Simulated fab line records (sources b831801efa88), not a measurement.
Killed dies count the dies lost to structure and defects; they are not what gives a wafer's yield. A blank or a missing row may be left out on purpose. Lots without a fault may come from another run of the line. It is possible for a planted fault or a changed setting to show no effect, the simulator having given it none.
Chamber matching | flow gf180mcu | GF_PASSIVATION_ETCH_11 on rie diel-02: 4 sister chambers
The step etches the open film in CF4/O2, stops on TiN, target depth 2040 nm, time 453.3 s. 8 wafers are shown with their chamber, then 9 later ones without.

== WAFERS PAIRED WITH THEIR CHAMBERS ==
wafer  | chamber | drypump motor current A (A) | oes product au (a.u.)
L082.2 | 3       | 6.20                        | 0.994
L085.3 | 3       | 6.20                        | 0.986
L085.6 | 2       | 5.74                        | 0.978
L088.4 | 1       | 5.68                        | 0.982
L088.6 | 0       | 6.07                        | 0.997
L089.1 | 2       | 5.73                        | 0.986
L089.5 | 1       | 5.65                        | 0.980
L089.6 | 0       | 6.05                        | 0.989

== WAFERS WITH NO CHAMBER GIVEN ==
wafer  | drypump motor current A (A) | oes product au (a.u.)
L092.3 | 6.17                        | 0.991
L092.4 | 5.68                        | 0.979
L092.6 | 5.66                        | 0.979
L093.1 | 5.66                        | 0.979
L093.3 | 6.19                        | 0.995
L093.5 | 5.71                        | 0.988
L096.1 | 6.08                        | 0.978
L096.4 | 6.18                        | 0.990
L096.5 | 5.67                        | 0.984

== EACH ONE'S CHAMBER ==
wafer  | from the rows above     | in truth
L092.3 | 3                       | 3
L092.4 | 1                       | 1
L092.6 | 1                       | 1
L093.1 | 1                       | 1
L093.3 | 3                       | 3
L093.5 | can't be placed: 2 or 1 | 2
L096.1 | 0                       | 0
L096.4 | 3                       | 3
L096.5 | 1                       | 1
Correctly placed: 8 of 9. Cannot be placed on the basis of these rows: 1; the candidates contain the true chamber in 1. 0 placed wrongly.
How it was worked out, from the rows above alone: a wafer's distance from a chamber is the root of the sum, over the readings, of the square of ((its reading less the chamber's mean) divided by the reading's scatter). If the next closest chamber is less than 2 further off than the closest, the wafer can't be placed; otherwise it belongs to the closest. The mean given for a chamber averages the wafers shown for that chamber. The scatter: the root of (the sum of the squares of (reading less its chamber's mean) over the shown wafers, divided by (wafers less chambers)).
